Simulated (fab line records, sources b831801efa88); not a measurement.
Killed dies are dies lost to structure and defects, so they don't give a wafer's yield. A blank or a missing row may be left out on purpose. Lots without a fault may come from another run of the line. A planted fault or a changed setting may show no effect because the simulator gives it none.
Which tool did it? | flow gf180mcu | 14 lots, 42 wafers sampled, at 3 steps of a route of 602

WHAT THE GAUGES READ, wafer by wafer
GF_M1_THK_MEAS_06: measures by xrf. Usual: M1_ALCU_THK 446 nm, standard deviation 6.2.
lot  | measured     | on            | M1_ALCU_THK (nm) | flag
L548 | day 16 13:54 | film_metro-01 | 449 446 449      |
L549 | day 17 02:20 | film_metro-01 | 439 446 448      |
L553 | day 18 12:31 | film_metro-01 | 440 446 450      |
L554 | day 19 00:40 | film_metro-01 | 436 445 447      |
L559 | day 20 18:05 | film_metro-03 | 448 452 453      |
L560 | day 21 01:41 | film_metro-01 | 430 444 437      |
L561 | day 21 09:30 | film_metro-03 | 443 448 444      |
L563 | day 22 02:15 | film_metro-04 | 438 440 437      |
L564 | day 22 16:48 | film_metro-03 | 443 442 452      |
L565 | day 22 17:41 | film_metro-03 | 450 442 452      |
L566 | day 23 00:08 | film_metro-03 | 455 444 446      |
L567 | day 23 04:57 | film_metro-01 | 450 444 448      |
L568 | day 23 20:48 | film_metro-01 | 440 441 450      |
L569 | day 24 01:28 | film_metro-04 | 454 452 458      |

WHICH TOOL RAN EACH LOT (tool, then ch and the chambers of the sampled wafers, then the start)
lot  | GF_CONTACT_SPUTTER_23        | GF_M1_SPUTTER_04
L548 | pvd_sputter-02, day 16 12:56 | pvd_sputter-03, day 16 13:44
L549 | pvd_sputter-01, day 17 01:23 | pvd_sputter-02, day 17 02:11
L553 | pvd_sputter-02, day 18 11:32 | pvd_sputter-03, day 18 12:20
L554 | pvd_sputter-02, day 18 23:41 | pvd_sputter-04, day 19 00:29
L559 | pvd_sputter-02, day 20 17:07 | pvd_sputter-04, day 20 17:55
L560 | pvd_sputter-03, day 21 00:43 | pvd_sputter-04, day 21 01:31
L561 | pvd_sputter-01, day 21 08:32 | pvd_sputter-02, day 21 09:20
L563 | pvd_sputter-01, day 22 01:17 | pvd_sputter-04, day 22 02:05
L564 | pvd_sputter-02, day 22 15:50 | pvd_sputter-04, day 22 16:38
L565 | pvd_sputter-02, day 22 16:43 | pvd_sputter-03, day 22 17:31
L566 | pvd_sputter-02, day 22 23:11 | pvd_sputter-04, day 22 23:59
L567 | pvd_sputter-02, day 23 03:53 | pvd_sputter-04, day 23 04:47
L568 | pvd_sputter-02, day 23 19:47 | pvd_sputter-04, day 23 20:38
L569 | pvd_sputter-01, day 24 00:29 | pvd_sputter-02, day 24 01:17
- GF_CONTACT_SPUTTER_23: material TiN, target thk 10 nm, time 40 s.
- GF_M1_SPUTTER_04: material TiN, target thk 50 nm, time 41.7 s.

WHAT THE TOOLS THEMSELVES READ (means of the sampled wafers that have a number; where no wafer has one, the mark that the record gives instead)
GF_CONTACT_SPUTTER_23. Usual: throttle_valve_pct 29.6 %, standard deviation 0.49.
lot  | tool           | throttle_valve_pct (%) | flag
L548 | pvd_sputter-02 | 29.6                   |
L549 | pvd_sputter-01 | 29.5                   |
L553 | pvd_sputter-02 | 29.5                   |
L554 | pvd_sputter-02 | 29.5                   |
L559 | pvd_sputter-02 | 29.4                   |
L560 | pvd_sputter-03 | 30.1                   |
L561 | pvd_sputter-01 | 29.6                   |
L563 | pvd_sputter-01 | 29.3                   |
L564 | pvd_sputter-02 | 29.7                   |
L565 | pvd_sputter-02 | 29.5                   |
L566 | pvd_sputter-02 | 29.5                   |
L567 | pvd_sputter-02 | 29.8                   |
L568 | pvd_sputter-02 | 29.8                   |
L569 | pvd_sputter-01 | 29.4                   |

GF_M1_SPUTTER_04. Usual: throttle_valve_pct 29.3 %, standard deviation 1.
lot  | tool           | throttle_valve_pct (%) | flag
L548 | pvd_sputter-03 | 29.9                   |
L549 | pvd_sputter-02 | 29.9                   |
L553 | pvd_sputter-03 | 30.2                   |
L554 | pvd_sputter-04 | 28.1                   |
L559 | pvd_sputter-04 | 28.4                   |
L560 | pvd_sputter-04 | 29.2                   |
L561 | pvd_sputter-02 | 29.7                   |
L563 | pvd_sputter-04 | 28.8                   |
L564 | pvd_sputter-04 | 29.2                   |
L565 | pvd_sputter-03 | 29.5                   |
L566 | pvd_sputter-04 | 28.3                   |
L567 | pvd_sputter-04 | 29.0                   |
L568 | pvd_sputter-04 | 29.4                   |
L569 | pvd_sputter-02 | 29.6                   |

THE ANSWER, worked out from the rows above alone
Rule: a lot is off if the mean of its wafers that have a number lies more than 3 standard deviations from the usual mean. A lot without any number at a reading at which 4 lots or more have one is off too. The other lots that the step has rows for count as sound. The gauges are gone through in route order, then the tools' own readings, and for those a lot's mean is taken as printed above. The first step at which some lot is off is used, and at that step the reading that is off furthest; a lot without a number counts as furthest.
No lot is off at any reading shown: from this, nothing can be told.

WHAT THE SIMULATOR HAD PUT IN
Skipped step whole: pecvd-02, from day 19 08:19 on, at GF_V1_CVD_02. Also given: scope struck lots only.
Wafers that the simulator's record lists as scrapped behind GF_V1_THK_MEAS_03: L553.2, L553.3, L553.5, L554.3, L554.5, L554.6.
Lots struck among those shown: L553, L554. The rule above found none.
